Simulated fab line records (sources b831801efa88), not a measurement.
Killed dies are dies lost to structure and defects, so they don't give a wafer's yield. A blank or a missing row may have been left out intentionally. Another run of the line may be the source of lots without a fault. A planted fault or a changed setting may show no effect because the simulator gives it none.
Which tool is to blame? ; flow gf180mcu ; 36 wafers sampled from 12 lots at 1 step of a route of 602

== WHAT THE GAUGES READ, wafer by wafer ==
GF_SAB_CD_MEAS_09 targets a cd of 420 nm.
lot;measured;on;cd_nm (nm)
L075;day 15 12:24;cd_sem-01;422.1 420.4 418.7
L077;day 16 04:09;cd_sem-01;418.0 418.3 417.7
L079;day 16 21:54;cd_sem-02;418.4 420.3 421.1
L081;day 17 20:29;cd_sem-01;418.3 418.5 417.5
L083;day 18 13:13;cd_sem-02;420.3 419.6 422.1
L085;day 19 05:33;cd_sem-01;424.2 424.4 424.0
L087;day 19 18:30;cd_sem-02;419.8 418.6 421.6
L089;day 20 16:49;cd_sem-01;419.1 417.5 418.4
L091;day 21 07:17;cd_sem-02;418.3 418.7 418.4
L093;day 21 20:46;cd_sem-01;424.0 425.1 424.6
L095;day 22 13:57;cd_sem-02;424.0 422.3 423.5
L097;day 23 04:04;cd_sem-02;417.3 419.3 419.2

== WHAT TOOL EACH LOT RAN ON (gives the tool, then ch and the chambers of the sampled wafers, and finally the start) ==
There is no process step in the record ahead of these readings.

== THE ANSWER, worked out from the rows above alone ==
Rule: what is usual is taken from the lots themselves. The widest of any qualifying gaps counts: lots, ordered by their means at a reading, are off when they make up no more than a third of the lots, leave a main group of 4 or more, and stand apart from it by 3 or more times the standard deviation of that group's means. The tables above print the reading to a certain number of digits; a main group whose means all agree to those digits is not used. A lot without any number at a reading at which 4 lots or more have one is off too. Where the step has rows for the other lots, those lots are counted as sound.
Across all readings shown, no lot is off: no conclusion can be drawn from this.

== WHAT THE SIMULATOR HAD INSERTED ==
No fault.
